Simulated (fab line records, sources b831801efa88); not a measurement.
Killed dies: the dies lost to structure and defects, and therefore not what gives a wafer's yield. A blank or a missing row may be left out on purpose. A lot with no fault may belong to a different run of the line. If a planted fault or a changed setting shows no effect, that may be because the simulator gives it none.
fab line records	flow gf180mcu
[record] lots = 12	wafers = 36	lastDay = 34
route steps=602 shown NSD@244 SALICIDE@283 CONTACT@288
lots with no fault: from the same line, run without faults
startH: start of the lot's first displayed wafer, in hours after the record's first day	waitH: hours elapsed since this lot's preceding step	" same as the row above	L1.1+2: one row covering several wafers at once	- either no value or no given start	* or withheld: withheld	< > ~ a bound
route shown NAME@n: names a module that has steps shown in the file, with the first one's number in the route	usual: mean/standard deviation taken from wafers without a fault	same: alike in all rows	chamber/n: place in a boat	sites: readings site by site	_std_site: standard deviation of those values	_edge_site: the outer-site mean with the inner-site mean subtracted	radiusMm: for every site, how far away it sits from the centre of the wafer	mask NAME#n: copy n	behind: the last tool/chamber to shape the wafer	hold: why the lot was held/for how many hours/how that ended	device: the transistor (n, p or np) that didn't switch	end of line: at the end of the route, the tests of the same wafers	where a step has no rows: the recipe by itself	killed: the dies lost at the first sort to structure and to defects; this is not the yield of the wafer	map: dies across one wafer; x = killed, . = not, _ = none there
set.NAME: the setting as run; set.NAME@STEP: as run at that earlier step	model.NAME: the simulator's own value behind a step, which no gauge read
a sample of lots followed through the steps of the route, with each step as a table and each wafer as a row
services: the hour from which a tool's chamber was out of use, counted from the record's first day as startH (under 0 if before that day), plus the number of hours and why
[[steps]]
[step GF_NSD_IMPLANT_09]
[recipe] species = As	energyKev = 60	doseCm2 = 4e+15	tiltDeg = 7
lot.wafer	tool	chamber	startH	waitH
L288.2+4+6	implanter-01	0	298.24	0.0
L290.1+3+6	implanter-03	0	319.18	0.0
L292.1+2+5	implanter-02	0	338.36	0.0
L294.1+2+6	implanter-02	0	360.48	0.0
L296.1+2+6	implanter-01	0	377.88	0.0
L296.1+2+6	implanter-01	0	378.19	0.3
L297.1+4+6	implanter-01	0	382.02	0.0
L298.2+4+5	implanter-02	0	391.50	0.0
L299.3+5+6	implanter-02	0	394.08	0.1
L299.3+5+6	implanter-02	0	394.39	0.3
L300.1+4+5	implanter-03	0	400.07	0.0
L303.2+5+6	implanter-03	0	433.20	0.0
L303.2+5+6	implanter-03	0	433.52	0.3
L309.1+2+3	implanter-01	0	472.61	0.0
L310.1+3+4	implanter-02	0	486.83	0.0
[step GF_NSD_STRIP_11]
[recipe] chemistry = O2/N2	powerW = 1400	pressureMtorr = 1500	platenTempC = 250	o2FlowSccm = 3000	n2FlowSccm = 300	overashFraction = 0.5
[usual] chamberPressureMTorr = 1500.1/1.5	drypumpMotorCurrentA = 6.1/0.37	heaterPowerW = 328/34	oesProductAu = 0.487/0.0043	stripTimeToEndpointS = 22.95/0.038
lot.wafer	tool	chamber	startH	waitH	chamberPressureMTorr	drypumpMotorCurrentA	heaterPowerW	oesProductAu	rfHoursCounterH	stripTimeToEndpointS
L288.2	plasmaAsher-03	1	298.51	0.1	1498.3	5.6	366	0.492	70	22.92
L288.4	"	1	"	"	1499.6	5.7	378	0.480	-	22.90
L288.6	"	0	"	"	1502.1	6.6	301	0.494	-	22.92
L290.1	plasmaAsher-04	1	319.48	0.1	1501.0	6.2	330	0.483	51	22.96
L290.3	"	0	"	"	1499.4	5.7	353	0.486	-	22.98
L290.6	"	0	"	"	1498.6	5.7	360	0.488	-	22.92
L292.1	plasmaAsher-04	1	338.66	0.1	1503.0	6.3	339	0.479	53	22.97
L292.2	"	0	"	"	1500.9	5.7	359	0.492	53	22.96
L292.5	"	1	"	"	1498.0	6.2	329	0.477	-	22.95
L294.1	plasmaAsher-02	0	360.78	0.1	1499.9	5.8	314	0.487	72	22.93
L294.2	"	1	"	"	1498.9	6.5	279	0.490	72	22.89
L294.6	"	0	"	"	1500.1	5.8	308	0.483	-	22.93
L296.1	plasmaAsher-03	0	378.49	0.1	1501.0	6.6	298	0.474	78	24.12
L296.2	"	1	"	"	1501.1	5.7	371	0.473	78	24.11
L296.6	"	1	"	"	1500.8	5.7	365	0.476	-	24.13
L297.1	plasmaAsher-02	1	382.32	0.1	1500.4	6.5	281	0.488	75	22.91
L297.4	"	1	"	"	1498.8	6.5	280	0.495	-	22.95
L297.6	"	1	"	"	1500.5	6.5	283	0.486	-	22.99
L298.2	plasmaAsher-04	0	391.77	0.1	1501.3	5.7	362	0.487	58	22.92
L298.4	"	0	"	"	1501.8	5.7	361	0.484	-	22.94
L298.5	"	1	"	"	1502.9	6.2	332	0.487	-	22.93
L299.3	plasmaAsher-04	0	394.68	0.1	1499.2	5.7	344	0.477	-	24.04
L299.5	"	0	"	"	1497.3	5.7	351	0.471	-	24.02
L299.6	"	1	"	"	1500.8	6.3	324	0.479	-	24.05
L300.1	plasmaAsher-04	1	400.37	0.1	1502.4	6.2	325	0.485	59	22.95
L300.4	"	0	"	"	1501.0	5.7	353	0.486	-	22.99
L300.5	"	0	"	"	1500.9	5.7	354	0.481	-	22.93
L303.2	plasmaAsher-03	1	433.99	0.3	1500.5	5.7	380	0.475	0	24.06
L303.5	"	1	"	"	1500.9	5.7	372	0.481	-	24.09
L303.6	"	0	"	"	1499.8	6.6	283	0.472	-	24.09
L309.1	plasmaAsher-02	1	472.91	0.1	1499.9	6.5	282	0.489	85	22.92
L309.2	"	0	"	"	1498.0	5.8	311	0.482	85	22.90
L309.3	"	1	"	"	1497.7	6.5	285	0.488	-	22.89
L310.1	plasmaAsher-03	1	487.13	0.1	1497.8	5.7	379	0.485	7	22.94
L310.3	"	0	"	"	1500.5	6.6	288	0.497	-	22.90
L310.4	"	1	"	"	1498.7	5.7	372	0.486	-	22.91
[step GF_NSD_TW_MEAS_12]
[usual] NSD_TW = 4236/19
lot.wafer	tool	chamber	startH	waitH	NSD_TW
L288.2	filmMetro-03	-	298.62	0.1	4173
L288.4	"	-	"	"	4193
L288.6	"	-	"	"	4206
L290.1	filmMetro-03	-	319.58	0.1	4237
L290.3	"	-	"	"	4233
L290.6	"	-	"	"	4259
L292.1	filmMetro-04	-	338.76	0.1	4263
L292.2	"	-	"	"	4261
L292.5	"	-	"	"	4258
L294.1	filmMetro-01	-	360.88	0.1	4220
L294.2	"	-	"	"	4225
L294.6	"	-	"	"	4215
L296.1	filmMetro-01	-	378.70	0.2	4264
L296.2	"	-	"	"	4292
L296.6	"	-	"	"	4289
L297.1	filmMetro-04	-	382.42	0.1	4251
L297.4	"	-	"	"	4238
L297.6	"	-	"	"	4231
L298.2	filmMetro-01	-	391.88	0.1	4228
L298.4	"	-	"	"	4223
L298.5	"	-	"	"	4238
L299.3	filmMetro-04	-	394.76	0.1	4283
L299.5	"	-	"	"	4279
L299.6	"	-	"	"	4285
L300.1	filmMetro-04	-	400.47	0.1	4242
L300.4	"	-	"	"	4242
L300.5	"	-	"	"	4259
L303.2	filmMetro-01	-	434.10	0.1	4289
L303.5	"	-	"	"	4303
L303.6	"	-	"	"	4287
L309.1	filmMetro-04	-	473.01	0.1	4207
L309.2	"	-	"	"	4220
L309.3	"	-	"	"	4248
L310.1	filmMetro-03	-	487.23	0.1	4273
L310.3	"	-	"	"	4272
L310.4	"	-	"	"	4270
[step GF_PSD_RS_MEAS_14]
[recipe] thkMeasGauge = four-point-probe
[usual] NSD_RS = 46.14/0.11
lot.wafer	tool	chamber	startH	waitH	NSD_RS[ohm/sq]
L288.2	filmMetro-01	-	319.94	0.1	46.24
L288.4	"	-	"	"	46.22
L288.6	"	-	"	"	46.26
L290.1	filmMetro-01	-	341.07	0.1	46.20
L290.3	"	-	"	"	46.27
L290.6	"	-	"	"	46.23
L292.1	filmMetro-01	-	361.27	0.1	46.22
L292.2	"	-	"	"	46.21
L292.5	"	-	"	"	46.04
L294.1	filmMetro-03	-	383.72	0.1	46.22
L294.2	"	-	"	"	46.23
L294.6	"	-	"	"	46.21
L296.1	filmMetro-03	-	401.57	0.1	44.12
L296.2	"	-	"	"	44.07
L296.6	"	-	"	"	44.06
L297.1	filmMetro-03	-	406.98	0.1	46.07
L297.4	"	-	"	"	45.98
L297.6	"	-	"	"	46.05
L298.2	filmMetro-04	-	416.42	0.1	46.05
L298.4	"	-	"	"	46.17
L298.5	"	-	"	"	46.16
L299.3	filmMetro-01	-	418.76	0.1	44.18
L299.5	"	-	"	"	44.24
L299.6	"	-	"	"	44.17
L300.1	filmMetro-03	-	424.75	0.1	46.06
L300.4	"	-	"	"	46.05
L300.5	"	-	"	"	46.08
L303.2	filmMetro-03	-	459.03	0.1	44.01
L303.5	"	-	"	"	43.99
L303.6	"	-	"	"	43.98
L309.1	filmMetro-04	-	497.55	0.1	45.84
L309.2	"	-	"	"	46.01
L309.3	"	-	"	"	46.04
L310.1	filmMetro-04	-	512.32	0.1	46.00
L310.3	"	-	"	"	46.04
L310.4	"	-	"	"	46.03
[step GF_SALICIDE_THK_MEAS_05]
[recipe] thkMeasGauge = xrf	reads = TiN_of_SALICIDE_SPUTTER_03
[usual] SALICIDE_TIN_THK = 19.6/0.32
lot.wafer	tool	chamber	startH	waitH	SALICIDE_TIN_THK[nm]
L288.2	filmMetro-04	-	342.48	0.1	19.4
L288.4	"	-	"	"	19.2
L288.6	"	-	"	"	19.1
L290.1	filmMetro-04	-	364.39	0.1	19.7
L290.3	"	-	"	"	19.7
L290.6	"	-	"	"	19.8
L292.1	filmMetro-01	-	385.03	0.1	19.6
L292.2	"	-	"	"	19.7
L292.5	"	-	"	"	19.6
L294.1	filmMetro-04	-	408.40	0.1	19.8
L294.2	"	-	"	"	19.0
L294.6	"	-	"	"	19.5
L296.1	filmMetro-02	-	426.44	0.1	20.1
L296.2	"	-	"	"	19.9
L296.6	"	-	"	"	19.7
L297.1	filmMetro-01	-	431.83	0.1	18.9
L297.4	"	-	"	"	19.5
L297.6	"	-	"	"	18.8
L298.2	filmMetro-02	-	442.63	0.1	19.6
L298.4	"	-	"	"	19.9
L298.5	"	-	"	"	19.8
L299.3	filmMetro-04	-	443.95	0.1	19.6
L299.5	"	-	"	"	19.4
L299.6	"	-	"	"	19.5
L300.1	filmMetro-04	-	450.35	0.1	19.3
L300.4	"	-	"	"	19.6
L300.5	"	-	"	"	19.3
L303.2	filmMetro-04	-	484.60	0.1	19.6
L303.5	"	-	"	"	19.5
L303.6	"	-	"	"	19.9
L309.1	filmMetro-02	-	522.03	0.1	19.7
L309.2	"	-	"	"	19.7
L309.3	"	-	"	"	19.5
L310.1	filmMetro-02	-	536.15	0.1	19.6
L310.3	"	-	"	"	19.8
L310.4	"	-	"	"	19.8
[step GF_CONTACT_THK_MEAS_01]
[recipe] reads = SiO2_of_CONTACT_CVD_00
[usual] CONTACT_CVD_00_THK = 299.3/2.9
lot.wafer	tool	chamber	startH	waitH	CONTACT_CVD_00_THK[nm]
L288.2	filmMetro-03	-	342.88	0.0	295.0
L288.4	"	-	"	"	292.7
L288.6	"	-	"	"	297.7
L290.1	filmMetro-01	-	364.79	0.0	300.6
L290.3	"	-	"	"	299.3
L290.6	"	-	"	"	303.9
L292.1	filmMetro-03	-	385.55	0.0	299.8
L292.2	"	-	"	"	299.3
L292.5	"	-	"	"	299.0
L294.1	filmMetro-02	-	408.91	0.0	297.0
L294.2	"	-	"	"	296.9
L294.6	"	-	"	"	294.1
L296.1	filmMetro-01	-	426.84	0.0	299.3
L296.2	"	-	"	"	300.6
L296.6	"	-	"	"	301.9
L297.1	filmMetro-03	-	432.23	0.0	301.4
L297.4	"	-	"	"	304.1
L297.6	"	-	"	"	298.1
L298.2	filmMetro-02	-	443.03	0.0	299.6
L298.4	"	-	"	"	300.8
L298.5	"	-	"	"	301.9
L299.3	filmMetro-01	-	444.35	0.0	297.9
L299.5	"	-	"	"	301.3
L299.6	"	-	"	"	298.8
L300.1	filmMetro-01	-	450.75	0.0	299.2
L300.4	"	-	"	"	299.5
L300.5	"	-	"	"	300.8
L303.2	filmMetro-01	-	485.00	0.0	297.3
L303.5	"	-	"	"	299.7
L303.6	"	-	"	"	297.6
L309.1	filmMetro-02	-	522.43	0.0	299.9
L309.2	"	-	"	"	299.4
L309.3	"	-	"	"	294.6
L310.1	filmMetro-02	-	536.55	0.0	301.7
L310.3	"	-	"	"	298.2
L310.4	"	-	"	"	298.9
[step GF_CONTACT_CD_MEAS_14]
[recipe] targetCdNm = 220
[usual] cdNm = 220.1/1.4
lot.wafer	tool	chamber	startH	waitH	cdNm
L288.2	cdSem-01	-	365.19	0.1	218.8
L288.4	"	-	"	"	217.2
L288.6	"	-	"	"	218.9
L290.1	cdSem-01	-	387.72	0.1	219.4
L290.3	"	-	"	"	219.0
L290.6	"	-	"	"	217.8
L292.1	cdSem-02	-	409.32	0.1	221.3
L292.2	"	-	"	"	222.1
L292.5	"	-	"	"	222.2
L294.1	cdSem-02	-	433.97	0.1	219.2
L294.2	"	-	"	"	219.0
L294.6	"	-	"	"	218.5
L296.1	cdSem-02	-	452.17	0.1	217.9
L296.2	"	-	"	"	218.1
L296.6	"	-	"	"	219.8
L297.1	cdSem-01	-	456.82	0.1	222.1
L297.4	"	-	"	"	222.2
L297.6	"	-	"	"	220.5
L298.2	cdSem-01	-	467.84	0.1	219.2
L298.4	"	-	"	"	219.1
L298.5	"	-	"	"	220.5
L299.3	cdSem-02	-	469.31	0.1	222.4
L299.5	"	-	"	"	221.5
L299.6	"	-	"	"	224.0
L300.1	cdSem-01	-	475.67	0.1	218.7
L300.4	"	-	"	"	220.9
L300.5	"	-	"	"	218.4
L303.2	cdSem-01	-	509.88	0.1	220.8
L303.5	"	-	"	"	219.4
L303.6	"	-	"	"	219.4
L309.1	cdSem-02	-	545.47	0.1	218.4
L309.2	"	-	"	"	219.4
L309.3	"	-	"	"	220.1
L310.1	cdSem-02	-	560.17	0.1	220.2
L310.3	"	-	"	"	221.2
L310.4	"	-	"	"	219.1
[[services]]
tool	chamber	startH	hours	kind
implanter-02	-	276.23	1.3	repair
implanter-03	-	296.78	3.1	pm
implanter-02	-	300.53	3.9	repair
implanter-03	-	300.68	2.4	repair
implanter-03	-	302.13	4.6	repair
implanter-01	-	309.77	1.1	repair
implanter-01	-	313.13	3.9	repair
plasmaAsher-02	-	315.10	1.1	repair
implanter-01	-	333.80	3.4	repair
implanter-02	-	361.96	1.7	repair
plasmaAsher-02	-	363.10	0.9	repair
plasmaAsher-02	-	388.55	2.8	pm
plasmaAsher-03	-	391.06	4.4	repair
implanter-02	-	395.67	1.9	repair
implanter-03	-	400.37	6.0	pm
plasmaAsher-03	-	421.25	9.0	pm
plasmaAsher-03	0	421.25	9.0	ventCycle
plasmaAsher-03	1	421.25	9.0	ventCycle
plasmaAsher-03	0	430.25	-	clean
plasmaAsher-03	1	430.25	-	clean
plasmaAsher-02	-	430.89	1.8	repair
plasmaAsher-03	-	445.27	0.4	repair
plasmaAsher-03	-	474.20	2.5	repair
[[key]]
[firstSign] step = GF_NSD_IMPLANT_09	reading = visit	direction = added
[effect] step = GF_NSD_STRIP_11	reading = stripTimeToEndpointS	direction = up	sigmas = 29	usual = *	struck = *
[effect] step = GF_NSD_TW_MEAS_12	reading = NSD_TW	direction = up	sigmas = 2.5	usual = 4236	struck = 4286
[effect] step = GF_PSD_RS_MEAS_14	reading = NSD_RS	direction = down	sigmas = 19	usual = 46.14	struck = 44.09
metAt GF_NSD_IMPLANT_09
struckLots L296,L299,L303
testerLeftOut L296,L299,L303
notActingAt GF_SALICIDE_THK_MEAS_05,GF_CONTACT_THK_MEAS_01,GF_CONTACT_CD_MEAS_14
[fault] kind = repeatedStepWhole	tool = implanter-01,implanter-02,implanter-03	chamber = -	onsetH = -	steps = GF_NSD_IMPLANT_09	times = 1	scope = struckLotsOnly
// testerLeftOut: of these lots the tester's yield and bins aren't shown, on N5 and GAA mostly nor the transistor test; their killed dies are dies lost to structure and defects alone, not to doping, threshold or leakage, so they don't give the yield
